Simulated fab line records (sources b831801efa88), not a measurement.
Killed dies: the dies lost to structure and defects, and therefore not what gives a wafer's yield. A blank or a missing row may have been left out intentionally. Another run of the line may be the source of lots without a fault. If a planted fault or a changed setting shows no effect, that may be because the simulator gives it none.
Which tool did it? ; flow sky130 ; Sampling: 6 lots, 18 wafers, 2 of 708 route steps

WHAT EACH GAUGE READ, for each wafer
SKY_SD_N_RS_MEAS_16: measurement is done with a four-point probe.
lot;measured;on;SD_N_RS (ohm/sq)
L494;day 28 06:02;film-metro-03;68.54 68.49 68.49
L496;day 29 14:37;film-metro-01;68.65 68.58 68.69
L501;day 30 23:01;film-metro-04;68.61 68.72 68.70
L503;day 31 12:01;film-metro-03;68.47 68.50 68.54
L512;day 34 06:20;film-metro-01;62.52 62.73 62.66
L515;day 35 01:56;film-metro-03;68.61 68.64 68.52

WHICH TOOL RAN EACH LOT (tool, then ch and the chambers of the sampled wafers, then the start)
lot;SKY_SD_N_RTA_14
L494;rtp-anneal-02 ch 0, day 28 05:51
L496;rtp-anneal-02 ch 0, day 29 14:26
L501;rtp-anneal-01 ch 0, day 30 22:49
L503;rtp-anneal-01 ch 0, day 31 11:51
L512;rtp-anneal-02 ch 0, day 34 06:10
L515;rtp-anneal-01 ch 0, day 35 01:46
- SKY_SD_N_RTA_14: time 2 s.

THE ANSWER, worked out from the rows above alone
Rule: the usual values come from the lots themselves. The widest of any qualifying gaps counts: lots, ordered by their means at a reading, are off when they make up no more than a third of the lots, leave a main group of 4 or more, and stand apart from it by 3 or more times the standard deviation of that group's means. A main group is skipped when, at the precision printed for the reading in the tables above, its means are all equal. A lot without any number at a reading at which 4 lots or more have one is off too. Any other lot the step has rows for is counted as sound.
Off: L512, seen at SKY_SD_N_RS_MEAS_16 (SD_N_RS). The main group has a mean of 68.58 ohm/sq with a standard deviation of 0.07.
A tool fits if, at a process step before that reading, it ran every lot that is off, and no sound lot after the first of them. Gauges at SKY_SD_N_RS_MEAS_16: tried the same way as those tools. 2 tools fit, rtp-anneal-02 at SKY_SD_N_RTA_14 and film-metro-01 at SKY_SD_N_RS_MEAS_16, so this cannot tell which one it is.

WHAT THE SIMULATOR HAD PUT IN
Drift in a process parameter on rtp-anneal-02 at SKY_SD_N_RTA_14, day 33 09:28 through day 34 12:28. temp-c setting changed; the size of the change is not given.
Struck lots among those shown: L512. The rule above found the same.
